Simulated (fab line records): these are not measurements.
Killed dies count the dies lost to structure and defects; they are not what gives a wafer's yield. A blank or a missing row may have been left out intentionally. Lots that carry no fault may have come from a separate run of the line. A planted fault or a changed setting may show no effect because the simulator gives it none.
Which tool was responsible? | flow gf180mcu | 6 lots, 18 wafers sampled, at 2 steps of a route of 602

== WHAT THE GAUGES READ, wafer by wafer ==
GF_HV_LDD_CD_MEAS_31: the cd target is 400 nm.
lot  | measured     | on       | cdNm (nm)
L528 | day 11 19:35 | cdSem-01 | 399.7 399.0 399.1
L535 | day 13 18:04 | cdSem-02 | 399.2 400.1 397.9
L537 | day 14 08:35 | cdSem-01 | 398.3 400.5 398.4
L540 | day 15 05:41 | cdSem-01 | - - -
L549 | day 18 10:08 | cdSem-01 | 402.3 401.4 399.3
L551 | day 19 02:07 | cdSem-02 | 397.3 396.0 397.8

== EACH LOT AND THE TOOL THAT RAN IT (in order: tool; ch and the chambers of the sampled wafers; start) ==
lot  | GF_HV_LDD_EXPOSE_28
L528 | ilineStepper-01 ch 0, day 11 09:55
L535 | ilineStepper-01 ch 0, day 13 08:25
L537 | ilineStepper-01 ch 0, day 13 22:07
L540 | ilineStepper-01 ch 0, day 14 18:49
L549 | ilineStepper-01 ch 0, day 17 22:09
L551 | ilineStepper-02 ch 0, day 18 14:30
- GF_HV_LDD_EXPOSE_28: exposes mask Nplus HV AREA, target cd 400 nm.

== THE ANSWER, worked out from the rows above alone ==
Rule: the lots themselves supply what counts as usual. Put in order of their means at a reading, lots are off if they are a third of the lots or fewer, leave a main group of 4 or more, and stand apart from it by a gap of 3 or more times the standard deviation of the main group's means; of several such gaps the widest counts. The tables above print the reading to a certain number of digits; a main group whose means all agree to those digits is not used. Also off: a lot with no number at a reading for which 4 or more lots have one. Any other lot the step has rows for is counted as sound.
Off: L540, at GF_HV_LDD_CD_MEAS_31 (cdNm). Without a number there: L540. The main group: mean 399.1 nm, standard deviation 1.3.
If a tool, at a process step before that reading, ran all the lots that are off and no sound lot after the first of them, it fits. Those tools and the gauges at GF_HV_LDD_CD_MEAS_31 are tried in the same way. No candidate that was tried fits.

== WHAT THE SIMULATOR HAD PUT IN ==
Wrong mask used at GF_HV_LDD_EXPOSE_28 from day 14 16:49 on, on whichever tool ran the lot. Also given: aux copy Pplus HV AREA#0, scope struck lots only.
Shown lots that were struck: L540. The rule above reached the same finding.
